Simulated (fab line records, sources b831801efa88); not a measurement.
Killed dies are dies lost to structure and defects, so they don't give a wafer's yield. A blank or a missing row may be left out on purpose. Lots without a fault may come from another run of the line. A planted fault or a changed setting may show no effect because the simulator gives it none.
A struck lot beside a sound one | flow gf180mcu | 14 steps out of a route of 602
Sound: wafers L540.1, L540.3, L540.4. Struck: wafers L552.2, L552.5, L552.6. The cause comes at the end.
At each step with rows: each side's tool, then ch and its chambers, then its first start. Under that, the readings that differ: sound wafers | struck wafers | difference of the means | sigmas: that difference in standard deviations of wafers without a fault.
alike: readings whose means differ by less than 2 such deviations, and words and numbers that are the same on both sides. not compared: withheld readings, readings that some wafer has no value for, bounds like >300 that may hide the same value, and numbers for which the record gives no deviation and whose values overlap.
The two part at a step that has a row with sigmas, a row that says differs or no value, or rows on one side only. Numbers that don't overlap but have no deviation are shown without sigmas and don't part them. A reading that every wafer of one side lacks parts them only if that side has two wafers or more.

first, 1 step without rows for these wafers: GF_V5_CVD_00 (deposits SiO2, target thk 300 nm, time 50 s).
GF_V5_THK_MEAS_01:
  sound on film_metro-04, day 27 15:35; struck on film_metro-01, day 31 01:30
  reading            | sound       | struck      | difference | sigmas
  V5_CVD_00_THK (nm) | 294 296 297 | 305 305 302 | +8         | +3
GF_V5_CVD_02: deposits SiO2 from TEOS, target thk 1450 nm, time 163.28 s.
  sound on pecvd-02 ch 1,2, day 27 15:39; struck on pecvd-04 ch 0,1,2, day 31 01:33
  alike: heater_power_w
GF_V5_THK_MEAS_03:
  sound on film_metro-04, day 27 15:49; struck on film_metro-02, day 31 01:40
  alike: V5_CVD_02_THK
GF_V5_CMP_04: polishes SiO2.
  sound on cmp-02 ch 0,2,3, day 27 15:52; struck on cmp-01 ch 1,2, day 31 01:49
  alike: motor_current_A, slurry_flow_ml_min
GF_V5_BOW_MEAS_05:
  sound on film_metro-02, day 27 16:10; struck on film_metro-01, day 31 02:09
  alike: V5_BOW
then, 6 steps without rows for these wafers: GF_V5_DEHYDRATE_06 (time 60 s); GF_V5_HMDS_07 (prime time 60 s); GF_V5_COAT_08; GF_V5_COAT_09 (resist thk 1000 nm); GF_V5_SOFTBAKE_10 (time 60 s); GF_V5_EXPOSE_11 (exposes mask Via5, target cd 260 nm).
GF_V5_PEB_12: peb time 90 s.
  sound on litho_track-01 ch 0, day 28 11:04; struck on litho_track-03, day 31 19:45
  no value came back on the struck wafers for chill_plate_temp_C (C), exhaust_pa (Pa); on the sound wafers chill_plate_temp_C (C) reads 22.96 22.97 22.83
then, 1 step without rows for these wafers: GF_V5_DEVELOP_13 (develop time 60 s).

WHERE THEY PART
First at GF_V5_THK_MEAS_01; last, within this record, at GF_V5_PEB_12.

WHY: what the simulator had put in
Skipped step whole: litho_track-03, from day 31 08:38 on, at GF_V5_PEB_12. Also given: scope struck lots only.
